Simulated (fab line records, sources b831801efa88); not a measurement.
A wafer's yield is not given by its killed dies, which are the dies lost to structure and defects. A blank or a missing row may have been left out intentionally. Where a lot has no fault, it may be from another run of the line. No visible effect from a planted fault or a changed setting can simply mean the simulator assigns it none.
Which of the tools did it? + flow gf180mcu + 14 lots with 42 wafers sampled at 5 steps, on a route of 602 steps

== WHAT THE GAUGES READ, wafer by wafer ==
GF_HV_LDD_TW_MEAS_38. Usual: for HV_LDD_3_TW the level is 1430 and the standard deviation is 13.
| lot  | measured     | on            | HV_LDD_3_TW    | flag |
|------|--------------|---------------|----------------|------|
| L720 | day 12 09:01 | film_metro-03 | 1428 1425 1424 |      |
| L721 | day 12 13:16 | film_metro-03 | 1429 1424 1430 |      |
| L723 | day 13 03:12 | film_metro-02 | 1434 1436 1436 |      |
| L724 | day 13 17:10 | film_metro-02 | 1438 1436 1444 |      |
| L725 | day 14 01:26 | film_metro-02 | 1440 1436 1434 |      |
| L726 | day 14 14:46 | film_metro-03 | 1421 1419 1418 |      |
| L727 | day 14 19:55 | film_metro-02 | 1443 1441 1438 |      |
| L728 | day 15 02:28 | film_metro-03 | 1286 1285 1294 | OFF  |
| L729 | day 15 18:18 | film_metro-02 | 1315 1318 1316 | OFF  |
| L733 | day 16 20:25 | film_metro-03 | 1412 1411 1411 |      |
| L738 | day 18 11:15 | film_metro-01 | 1434 1430 1433 |      |
| L739 | day 18 18:06 | film_metro-03 | 1416 1407 1419 |      |
| L740 | day 19 06:38 | film_metro-01 | 1442 1437 1440 |      |
| L741 | day 19 11:15 | film_metro-03 | 1422 1413 1422 |      |

GF_HV_LDD_RS_MEAS_53: the measuring method here is four-point-probe. Usual: for HV_LDD_RS the level is 417.8 ohm/sq and the standard deviation is 0.94.
| lot  | measured     | on            | HV_LDD_RS (ohm/sq) | flag |
|------|--------------|---------------|--------------------|------|
| L720 | day 13 05:31 | film_metro-03 | 418.2 417.6 417.6  |      |
| L721 | day 13 09:14 | film_metro-02 | 416.4 418.3 418.0  |      |
| L723 | day 14 00:16 | film_metro-03 | 418.1 417.8 417.2  |      |
| L724 | day 14 15:08 | film_metro-03 | 417.3 417.6 418.4  |      |
| L725 | day 14 22:50 | film_metro-03 | 419.1 416.9 417.8  |      |
| L726 | day 15 12:43 | film_metro-02 | 418.5 417.2 418.6  |      |
| L727 | day 15 18:42 | film_metro-03 | 418.2 419.1 418.6  |      |
| L728 | day 16 01:19 | film_metro-02 | 439.4 437.9 438.3  | OFF  |
| L729 | day 16 17:16 | film_metro-02 | 438.4 437.5 438.4  | OFF  |
| L733 | day 17 20:26 | film_metro-03 | 418.2 417.9 418.7  |      |
| L738 | day 19 11:43 | film_metro-02 | 416.6 416.1 416.7  |      |
| L739 | day 19 18:52 | film_metro-02 | 418.4 417.8 417.8  |      |
| L740 | day 20 07:18 | film_metro-01 | 419.3 419.1 418.9  |      |
| L741 | day 20 12:23 | film_metro-03 | 417.6 418.2 416.2  |      |

GF_CONTACT_RS_MEAS_25: the measuring method here is four-point-probe. Usual: for CONTACT_W_RS the level is 0.383 ohm/sq and the standard deviation is 0.0056.
| lot  | measured     | on            | CONTACT_W_RS (ohm/sq) | flag |
|------|--------------|---------------|-----------------------|------|
| L720 | day 17 02:29 | film_metro-03 | 0.378 0.378 0.376     |      |
| L721 | day 17 07:03 | film_metro-03 | 0.371 0.379 0.370     |      |
| L723 | day 17 23:25 | film_metro-02 | 0.380 0.385 0.384     |      |
| L724 | day 18 15:23 | film_metro-02 | 0.380 0.386 0.380     |      |
| L725 | day 19 01:55 | film_metro-03 | 0.386 0.381 0.391     |      |
| L726 | day 19 15:48 | film_metro-02 | 0.383 0.386 0.384     |      |
| L727 | day 20 00:11 | film_metro-01 | 0.384 0.382 0.384     |      |
| L733 | day 22 03:43 | film_metro-01 | 0.371 0.382 0.385     |      |
| L738 | day 23 16:07 | film_metro-03 | 0.383 0.383 0.386     |      |
| L739 | day 23 23:06 | film_metro-03 | 0.378 0.389 0.383     |      |
| L740 | day 24 11:12 | film_metro-03 | 0.387 0.384 0.386     |      |
| L741 | day 24 14:33 | film_metro-02 | 0.380 0.380 0.384     |      |

== WHICH TOOL RAN EACH LOT (tool, then ch and the chambers of the sampled wafers, then the start) ==
| lot  | GF_HV_LDD_IMPLANT_35            | GF_HV_LDD_RTA_52                 |
|------|---------------------------------|----------------------------------|
| L720 | implanter-04 ch 0, day 12 08:38 | rtp_anneal-01 ch 0, day 13 05:26 |
| L721 | implanter-01 ch 0, day 12 12:52 | rtp_anneal-02 ch 0, day 13 09:10 |
| L723 | implanter-01 ch 0, day 13 02:49 | rtp_anneal-01 ch 0, day 14 00:11 |
| L724 | implanter-01 ch 0, day 13 16:48 | rtp_anneal-02 ch 0, day 14 15:02 |
| L725 | implanter-01 ch 0, day 14 01:02 | rtp_anneal-01 ch 0, day 14 22:46 |
| L726 | implanter-02 ch 0, day 14 14:22 | rtp_anneal-01 ch 0, day 15 12:39 |
| L727 | implanter-02 ch 0, day 14 19:31 | rtp_anneal-02 ch 0, day 15 18:37 |
| L728 | implanter-01, day 15 02:06      | rtp_anneal-01 ch 0, day 16 01:13 |
| L729 | implanter-01, day 15 17:55      | rtp_anneal-01 ch 0, day 16 17:11 |
| L733 | implanter-01 ch 0, day 16 20:02 | rtp_anneal-02 ch 0, day 17 20:22 |
| L738 | implanter-02 ch 0, day 18 10:52 | rtp_anneal-02 ch 0, day 19 11:38 |
| L739 | implanter-04 ch 0, day 18 17:43 | rtp_anneal-02 ch 0, day 19 18:47 |
| L740 | implanter-04 ch 0, day 19 06:16 | rtp_anneal-01 ch 0, day 20 07:13 |
| L741 | implanter-04 ch 0, day 19 10:51 | rtp_anneal-01 ch 0, day 20 12:19 |
- GF_HV_LDD_IMPLANT_35
- GF_HV_LDD_RTA_52: time 10 s.

== WHAT THE TOOLS THEMSELVES READ (means of the sampled wafers that have a number; where no wafer has one, the mark that the record gives instead) ==
GF_HV_LDD_IMPLANT_35. Usual: beam_energy_keV 60.001, standard deviation 0.019; beam_on_s 9.99 s, standard deviation 0.2.
| lot  | tool         | beam_energy_keV | beam_on_s (s) | flag |
|------|--------------|-----------------|---------------|------|
| L720 | implanter-04 | 60.026          | 9.90          |      |
| L721 | implanter-01 | 60.000          | 9.96          |      |
| L723 | implanter-01 | 59.998          | 9.95          |      |
| L724 | implanter-01 | 60.000          | 10.07         |      |
| L725 | implanter-01 | 60.011          | 10.18         |      |
| L726 | implanter-02 | 60.011          | 10.25         |      |
| L727 | implanter-02 | 60.018          | 10.02         |      |
| L728 | implanter-01 | -               | -             | OFF  |
| L729 | implanter-01 | -               | -             | OFF  |
| L733 | implanter-01 | 60.016          | 10.07         |      |
| L738 | implanter-02 | 60.011          | 9.95          |      |
| L739 | implanter-04 | 59.992          | 9.95          |      |
| L740 | implanter-04 | 60.031          | 10.12         |      |
| L741 | implanter-04 | 60.006          | 9.92          |      |

GF_HV_LDD_RTA_52. Usual: lamp_power_pct 29.7 %, standard deviation 0.81; wafer_temp_C_max 1005.3, standard deviation 1.4.
| lot  | tool          | lamp_power_pct (%) | wafer_temp_C_max | flag |
|------|---------------|--------------------|------------------|------|
| L720 | rtp_anneal-01 | 29.0               | 1005.4           |      |
| L721 | rtp_anneal-02 | 30.7               | 1004.3           |      |
| L723 | rtp_anneal-01 | 29.0               | 1006.4           |      |
| L724 | rtp_anneal-02 | 30.7               | 1003.5           |      |
| L725 | rtp_anneal-01 | 29.0               | 1006.2           |      |
| L726 | rtp_anneal-01 | 29.0               | 1006.0           |      |
| L727 | rtp_anneal-02 | 30.7               | 1005.1           |      |
| L728 | rtp_anneal-01 | 29.0               | 1005.9           |      |
| L729 | rtp_anneal-01 | 29.0               | 1006.0           |      |
| L733 | rtp_anneal-02 | 30.7               | 1003.4           |      |
| L738 | rtp_anneal-02 | 30.7               | 1003.5           |      |
| L739 | rtp_anneal-02 | 30.7               | 1004.3           |      |
| L740 | rtp_anneal-01 | 29.0               | 1007.5           |      |
| L741 | rtp_anneal-01 | 29.0               | 1007.1           |      |

== THE ANSWER, worked out from the rows above alone ==
Rule: take the mean of a lot's wafers that have a number; if it is more than 3 standard deviations from the usual mean, the lot is off. Also off: a lot with no number at a reading for which 4 or more lots have one. Where the step has rows for the other lots, those lots are counted as sound. The gauges are gone through in route order, then the tools' own readings, and for those a lot's mean is taken as printed above. The first step at which some lot is off is used, and at that step the reading that is off furthest; a lot without a number counts as furthest.
Off: at GF_HV_LDD_TW_MEAS_38 (HV_LDD_3_TW), L728, L729.
If a tool, at a process step before that reading, ran all the lots that are off and no sound lot after the first of them, it fits. Not tried: the gauges at GF_HV_LDD_TW_MEAS_38; whatever is off there is also off at GF_HV_LDD_IMPLANT_35, on other tools, and gauge error can't account for it. Not one of the candidates tried fits.

== WHAT THE SIMULATOR HAD INSERTED ==
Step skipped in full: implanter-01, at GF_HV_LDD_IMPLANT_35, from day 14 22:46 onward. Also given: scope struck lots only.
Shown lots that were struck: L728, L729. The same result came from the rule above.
